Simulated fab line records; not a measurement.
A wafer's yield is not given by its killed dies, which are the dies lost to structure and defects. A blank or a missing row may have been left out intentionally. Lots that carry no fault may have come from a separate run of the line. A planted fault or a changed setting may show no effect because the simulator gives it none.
Which tool did it? | flow sky130 | 11 lots, 33 wafers sampled, at 4 steps of a route of 708

## WHAT EACH GAUGE READ, for each wafer
SKY_PWDE_TW_MEAS_10.
lot  | measured    | on           | PWDE_TW
L879 | day 4 01:53 | filmMetro-04 | 376.8 375.8 377.2
L880 | day 4 05:53 | filmMetro-03 | 374.7 373.9 373.3
L882 | day 4 19:35 | filmMetro-02 | 373.8 370.9 371.8
L883 | day 5 01:12 | filmMetro-02 | 373.3 373.6 374.8
L884 | day 5 06:08 | filmMetro-02 | 373.4 371.7 370.0
L888 | day 6 02:12 | filmMetro-02 | 374.6 374.1 375.2
L889 | day 6 13:26 | filmMetro-03 | 369.1 369.5 369.7
L894 | day 7 13:56 | filmMetro-04 | 373.4 374.5 371.8
L899 | day 8 19:41 | filmMetro-02 | 410.5 408.4 409.9
L900 | day 9 01:56 | filmMetro-02 | 410.1 406.9 407.8
L901 | day 9 05:41 | filmMetro-04 | 377.9 379.0 376.5

## EACH LOT AND THE TOOL THAT RAN IT (in order: tool; ch and the chambers of the sampled wafers; start)
lot  | SKY_FIELD_ISO_ETCH_15            | SKY_PWDE_IMPLANT_08            | SKY_PWDE_STRIP_09
L879 | rieDiel-01 ch 0,2,3, day 2 10:58 | implanter-04 ch 0, day 4 01:40 | plasmaAsher-02 ch 0,1, day 4 01:47
L880 | rieDiel-01 ch 1,2,3, day 2 14:34 | implanter-04 ch 0, day 4 05:40 | plasmaAsher-03 ch 0,1, day 4 05:47
L882 | rieDiel-02 ch 1,2,3, day 3 01:46 | implanter-04 ch 0, day 4 19:20 | plasmaAsher-02 ch 0,1, day 4 19:29
L883 | rieDiel-02 ch 1,2, day 3 07:22   | implanter-04 ch 0, day 5 00:59 | plasmaAsher-01 ch 0,1, day 5 01:07
L884 | rieDiel-02 ch 0,1,3, day 3 12:02 | implanter-03 ch 0, day 5 05:53 | plasmaAsher-01 ch 0,1, day 5 06:02
L888 | rieDiel-01 ch 0,1,3, day 4 07:31 | implanter-04 ch 0, day 6 01:59 | plasmaAsher-03 ch 0,1, day 6 02:07
L889 | rieDiel-02 ch 0,3, day 4 16:01   | implanter-01 ch 0, day 6 13:11 | plasmaAsher-01 ch 0,1, day 6 13:20
L894 | rieDiel-01 ch 2,3, day 5 16:47   | implanter-03 ch 0, day 7 13:41 | plasmaAsher-02 ch 0,1, day 7 13:50
L899 | rieDiel-04 ch 1,3, day 6 17:49   | implanter-04 ch 0, day 8 19:26 | plasmaAsher-02 ch 0,1, day 8 19:35
L900 | rieDiel-01 ch 0,1,3, day 7 00:17 | implanter-04 ch 0, day 9 01:43 | plasmaAsher-03 ch 0,1, day 9 01:50
L901 | rieDiel-04 ch 0,2,3, day 7 04:59 | implanter-03 ch 0, day 9 05:26 | plasmaAsher-03 ch 0,1, day 9 05:35
- SKY_FIELD_ISO_ETCH_15: etches the open film in CHF3/O2, stops on Si, target depth 180 nm, time 72 s.
- SKY_PWDE_IMPLANT_08
- SKY_PWDE_STRIP_09: strips in O2/N2.

## THE ANSWER, worked out from the rows above alone
Rule: what is usual is taken from the lots themselves. The widest of any qualifying gaps counts: lots, ordered by their means at a reading, are off when they make up no more than a third of the lots, leave a main group of 4 or more, and stand apart from it by 3 or more times the standard deviation of that group's means. A main group whose means are all the same, to the digits that the tables above print for the reading, isn't used. Also off: a lot with no number at a reading for which 4 or more lots have one. The other lots that the step has rows for count as sound.
Off: L899, L900, seen at SKY_PWDE_TW_MEAS_10 (PWDE_TW). Mean 373.7 and standard deviation 2.4 in the main group.
If a tool, at a process step before that reading, ran all the lots that are off and no sound lot after the first of them, it fits. The gauges at SKY_PWDE_TW_MEAS_10 are tried like those tools. Undecided on this evidence; 2 tools fit (implanter-04 at SKY_PWDE_IMPLANT_08, filmMetro-02 at SKY_PWDE_TW_MEAS_10).

## WHAT THE SIMULATOR PUT IN
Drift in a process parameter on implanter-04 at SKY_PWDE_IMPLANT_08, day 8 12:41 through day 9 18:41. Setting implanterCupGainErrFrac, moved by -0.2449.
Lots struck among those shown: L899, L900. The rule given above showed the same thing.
